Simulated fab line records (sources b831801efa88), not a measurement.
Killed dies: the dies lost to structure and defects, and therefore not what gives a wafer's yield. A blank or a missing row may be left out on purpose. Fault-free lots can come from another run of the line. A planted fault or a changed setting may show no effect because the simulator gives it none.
2 desks looking at one fault -- flow sky130 -- each desk holds nothing but its own numbers, with what lay behind them at the end

THE TOOL OWNER'S DESK: wet_bench-03
The tool's own readings at SKY_SD_N_CLEAN_13 (cleans in SC1/SC2, time 150 s): means of the sampled wafers that have a number, for each lot that ran on this tool. If a lot's mean is further than 4 standard deviations from the usual mean, the lot is out of limits and carries the mark OUT (the distance appears in the brackets).
Columns: A = run_length_s at SKY_SD_N_CLEAN_13, usual 179 s
lot,first seen here,A
L609,day 32 14:31,54 (-30) OUT
L611,day 32 17:07,54 (-30) OUT
L613,day 33 03:34,184
This desk's finding: out of limits on L609, L611; first on L609, day 32 14:31 (run_length_s at SKY_SD_N_CLEAN_13). L613: within limits.

AT THE METROLOGY DESK
What the gauges read, lot by lot, whatever tool the lot ran on: means of the sampled wafers that have a number. If a lot's mean is further than 4 standard deviations from the usual mean, the lot is out of limits and carries the mark OUT (the distance appears in the brackets).
Columns: A = cd_nm at SKY_SD_N_CD_MEAS_07, usual 380 nm; B = SD_N_OVL at SKY_SD_N_OVL_MEAS_08, usual 0.1 nm; C = SD_N_TW at SKY_SD_N_TW_MEAS_12, usual 3975
lot,first seen here,A,B,C
L600,day 28 16:43,381,1.0,3982
L609,day 32 13:56,379,-1.4,4001
L611,day 32 16:32,380,1.8,3943
L610,day 32 17:10,381,-1.0,3981
L613,day 33 02:58,381,0.9,3977
L621,day 36 02:59,379,-0.4,3971
Finding of this desk: none of the 6 lots has anything out of limits.

PUT TOGETHER
The tool owner's desk had the chance to raise an alarm at day 32 14:31 on L609, L611.
Nothing out of limits was seen by the metrology desk.
The metrology desk holds a record of L609, L611, inside its limits.
All the named lots went through SKY_SD_N_CLEAN_13 on wet_bench-03.

WHAT THE SIMULATOR PUT IN
wet_bench-03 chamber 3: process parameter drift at SKY_SD_N_CLEAN_13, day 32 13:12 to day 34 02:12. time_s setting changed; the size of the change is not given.
Lots struck among those shown: L609, L611.
Time in hours from fault onset to the first out-of-limits reading at each desk: the tool owner's desk, 1.
